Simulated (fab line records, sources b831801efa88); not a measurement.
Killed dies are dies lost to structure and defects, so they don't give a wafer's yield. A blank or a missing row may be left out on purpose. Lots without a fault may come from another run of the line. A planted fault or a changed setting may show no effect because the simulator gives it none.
Which tool did it? | flow gf180mcu | 12 lots, 36 wafers sampled, at 2 steps of a route of 602

WHAT THE GAUGES READ, wafer by wafer
GF_CONTACT_RS_MEAS_25: measures by four-point-probe. Usual: CONTACT_W_RS 0.382 ohm/sq, standard deviation 0.0037.
lot  | measured     | on            | CONTACT_W_RS (ohm/sq) | flag
L575 | day 16 06:24 | film_metro-01 | 0.379 0.386 0.379     |
L578 | day 17 10:00 | film_metro-02 | 0.379 0.378 0.374     |
L580 | day 18 06:16 | film_metro-02 | 0.377 0.384 0.373     |
L582 | day 18 18:48 | film_metro-01 | 0.384 0.385 0.381     |
L583 | day 19 14:01 | film_metro-04 | 0.383 0.380 0.380     |
L584 | day 20 01:31 | film_metro-04 | 0.380 0.376 0.380     |
L587 | day 21 05:01 | film_metro-01 | 0.380 0.376 0.379     |
L588 | day 21 13:59 | film_metro-02 | 0.380 0.389 0.382     |
L589 | day 22 01:40 | film_metro-01 | 0.385 0.381 0.386     |
L595 | day 24 00:02 | film_metro-02 | 0.376 0.382 0.383     |
L596 | day 24 04:10 | film_metro-04 | 0.382 0.384 0.382     |
L597 | day 24 08:27 | film_metro-01 | 0.380 0.382 0.379     |

WHICH TOOL RAN EACH LOT (tool, then ch and the chambers of the sampled wafers, then the start)
lot  | GF_CONTACT_ETCH_16
L575 | rie_diel-02 ch 1,2,3, day 16 05:42
L578 | rie_diel-02 ch 0,3, day 17 09:18
L580 | rie_diel-02 ch 1,2,3, day 18 05:36
L582 | rie_diel-03 ch 0,1, day 18 18:07
L583 | rie_diel-04 ch 0,1,2, day 19 13:21
L584 | rie_diel-04 ch 1,2, day 20 00:51
L587 | rie_diel-04 ch 1,2, day 21 04:20
L588 | rie_diel-03 ch 0,1,2, day 21 13:20
L589 | rie_diel-04 ch 0,2,3, day 22 01:00
L595 | rie_diel-03 ch 1,2,3, day 23 23:21
L596 | rie_diel-04 ch 2,3, day 24 03:29
L597 | rie_diel-02 ch 2,3, day 24 07:47
- GF_CONTACT_ETCH_16: etches BARC in N2/H2.

WHAT THE TOOLS THEMSELVES READ (means of the sampled wafers that have a number; where no wafer has one, the mark that the record gives instead)
GF_CONTACT_ETCH_16. Usual: drypump_motor_current_A 5.8 A, standard deviation 0.4; oes_product_au 0.854 a.u., standard deviation 0.0048; throttle_valve_pct 13.226 %, standard deviation 0.0092.
lot  | tool        | drypump_motor_current_A (A) | oes_product_au (a.u.) | throttle_valve_pct (%) | flag
L575 | rie_diel-02 | 6.0                         | 0.855                 | 13.218                 |
L578 | rie_diel-02 | 5.8                         | 0.858                 | 13.235                 |
L580 | rie_diel-02 | 6.0                         | 0.850                 | 13.223                 |
L582 | rie_diel-03 | 5.6                         | 0.859                 | 13.227                 |
L583 | rie_diel-04 | 5.5                         | 0.860                 | 13.219                 |
L584 | rie_diel-04 | 5.5                         | 0.851                 | 13.229                 |
L587 | rie_diel-04 | 5.5                         | 0.852                 | 13.221                 |
L588 | rie_diel-03 | 6.0                         | 0.853                 | 13.221                 |
L589 | rie_diel-04 | 5.6                         | 0.854                 | 13.235                 |
L595 | rie_diel-03 | 6.0                         | 0.855                 | 13.230                 |
L596 | rie_diel-04 | 5.7                         | 0.860                 | 13.226                 |
L597 | rie_diel-02 | 6.4                         | 0.855                 | 13.225                 |

THE ANSWER, worked out from the rows above alone
Rule: a lot is off if the mean of its wafers that have a number lies more than 3 standard deviations from the usual mean. A lot without any number at a reading at which 4 lots or more have one is off too. The other lots that the step has rows for count as sound. The gauges are gone through in route order, then the tools' own readings, and for those a lot's mean is taken as printed above. The first step at which some lot is off is used, and at that step the reading that is off furthest; a lot without a number counts as furthest.
No lot is off at any reading shown: from this, nothing can be told.

WHAT THE SIMULATOR HAD PUT IN
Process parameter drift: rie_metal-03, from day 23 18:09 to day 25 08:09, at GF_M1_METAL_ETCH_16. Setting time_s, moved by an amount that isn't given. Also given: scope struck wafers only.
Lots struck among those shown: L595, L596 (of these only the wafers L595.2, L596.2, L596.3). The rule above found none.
